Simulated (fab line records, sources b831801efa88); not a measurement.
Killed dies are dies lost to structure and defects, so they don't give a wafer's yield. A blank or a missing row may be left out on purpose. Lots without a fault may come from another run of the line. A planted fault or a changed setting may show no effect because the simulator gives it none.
A struck lot beside a sound one | flow sky130 | 20 steps out of a route of 708
Sound: wafers L990.2, L990.4, L990.5. Struck: wafers L105.4, L105.5, L105.6. The cause comes at the end.
At each step with rows: each side's tool, then ch and its chambers, then its first start. Under that, the readings that differ: sound wafers | struck wafers | difference of the means | sigmas: that difference in standard deviations of wafers without a fault.
alike: readings whose means differ by less than 2 such deviations, and words and numbers that are the same on both sides. not compared: withheld readings, readings that some wafer has no value for, bounds like >300 that may hide the same value, and numbers for which the record gives no deviation and whose values overlap.
The two part at a step that has a row with sigmas, a row that says differs or no value, or rows on one side only. Numbers that don't overlap but have no deviation are shown without sigmas and don't part them. A reading that every wafer of one side lacks parts them only if that side has two wafers or more.

first, 1 step without rows for these wafers: SKY_RES_XHIGH_IMPLANT_07.
SKY_RES_XHIGH_STRIP_08: strips in O2/N2.
  sound on plasma_asher-01 ch 0,1, day 26 18:31; struck on plasma_asher-04 ch 0,1, day 32 10:29
  alike: drypump_motor_current_A, oes_product_au, strip_time_to_endpoint_s
  not compared: rf_hours_counter_h
SKY_RES_XHIGH_TW_MEAS_09:
  sound on film_metro-02, day 26 18:38; struck on film_metro-04, day 32 10:35
  alike: RES_XHIGH_TW
then, 7 steps without rows for these wafers: SKY_SD_N_DEHYDRATE_00 (time 60 s); SKY_SD_N_HMDS_01 (prime time 60 s); SKY_SD_N_COAT_02 (resist thk 1140 nm); SKY_SD_N_SOFTBAKE_03 (time 60 s); SKY_SD_N_EXPOSE_04 (exposes mask NSDM, target cd 380 nm); SKY_SD_N_PEB_05; SKY_SD_N_DEVELOP_06 (develop time 60 s).
SKY_SD_N_CD_MEAS_07: target cd 380 nm.
  sound on cd_sem-01, day 27 23:36; struck on cd_sem-01, day 33 12:50
  reading    | sound             | struck            | difference | sigmas
  cd_nm (nm) | 384.4 382.0 382.6 | 378.6 379.5 375.7 | -5.1       | -2
SKY_SD_N_OVL_MEAS_08:
  sound on overlay-02, day 27 23:43; struck on overlay-01, day 33 12:55
  alike: SD_N_OVL
SKY_SD_N_IMPLANT_09:
  sound on implanter-01 ch 0, day 27 23:46; struck on implanter-01 ch 0, day 33 13:01
  reading            | sound                         | struck                        | difference | sigmas
  beam_on_s (s)      | 16.5 17.4 16.8                | 10.3 10.4 9.9                 | -6.7       | -11
  dose_ions_cm2      | 4.004e+15 4.008e+15 4.006e+15 | 1.664e+15 1.658e+15 1.661e+15 | -2.345e+15 | -99 or more
  faraday_current_uA | 13208 12581 13024             | 8846 8809 9151                | -4002      | -9
then, 1 step without rows for these wafers: SKY_SD_N_IMPLANT_10.
SKY_SD_N_STRIP_11: strips in O2/N2.
  sound on plasma_asher-03 ch 0,1, day 28 00:02; struck on plasma_asher-01 ch 0,1, day 33 13:16
  reading                      | sound             | struck            | difference | sigmas
  oes_product_au (a.u.)        | 0.531 0.529 0.530 | 0.573 0.573 0.575 | +0.044     | +9
  strip_time_to_endpoint_s (s) | 22.48 22.52 22.51 | 19.49 19.54 19.57 | -2.97      | -80
  alike: drypump_motor_current_A
  not compared: rf_hours_counter_h
SKY_SD_N_TW_MEAS_12:
  sound on film_metro-02, day 28 00:09; struck on film_metro-04, day 33 13:22
  reading | sound          | struck         | difference | sigmas
  SD_N_TW | 3958 3962 3957 | 3848 3829 3856 | -115       | -2
then, 1 step without rows for these wafers: SKY_SD_N_CLEAN_13 (cleans in SC1/SC2, time 150 s).
SKY_SD_N_RTA_14: time 2 s.
  sound on rtp_anneal-01 ch 0, day 28 00:16; struck on rtp_anneal-02 ch 0, day 33 13:29
  alike: lamp_power_pct, wafer_temp_C_max
SKY_SD_N_RS_MEAS_16: measures by four-point-probe.
  sound on film_metro-04, day 28 00:26; struck on film_metro-04, day 33 14:02
  reading          | sound             | struck            | difference | sigmas
  SD_N_RS (ohm/sq) | 68.53 68.51 68.58 | 83.69 83.57 83.42 | +15.02     | +99 or more
  not compared: hold
SKY_PAD_OPEN_PROBE_99:
  the record has rows for the sound wafers here (prober-02, day 45 21:16) and none for the struck ones

WHERE THEY PART
First at SKY_SD_N_CD_MEAS_07; last, within this record, at SKY_PAD_OPEN_PROBE_99.

WHY: what the simulator had put in
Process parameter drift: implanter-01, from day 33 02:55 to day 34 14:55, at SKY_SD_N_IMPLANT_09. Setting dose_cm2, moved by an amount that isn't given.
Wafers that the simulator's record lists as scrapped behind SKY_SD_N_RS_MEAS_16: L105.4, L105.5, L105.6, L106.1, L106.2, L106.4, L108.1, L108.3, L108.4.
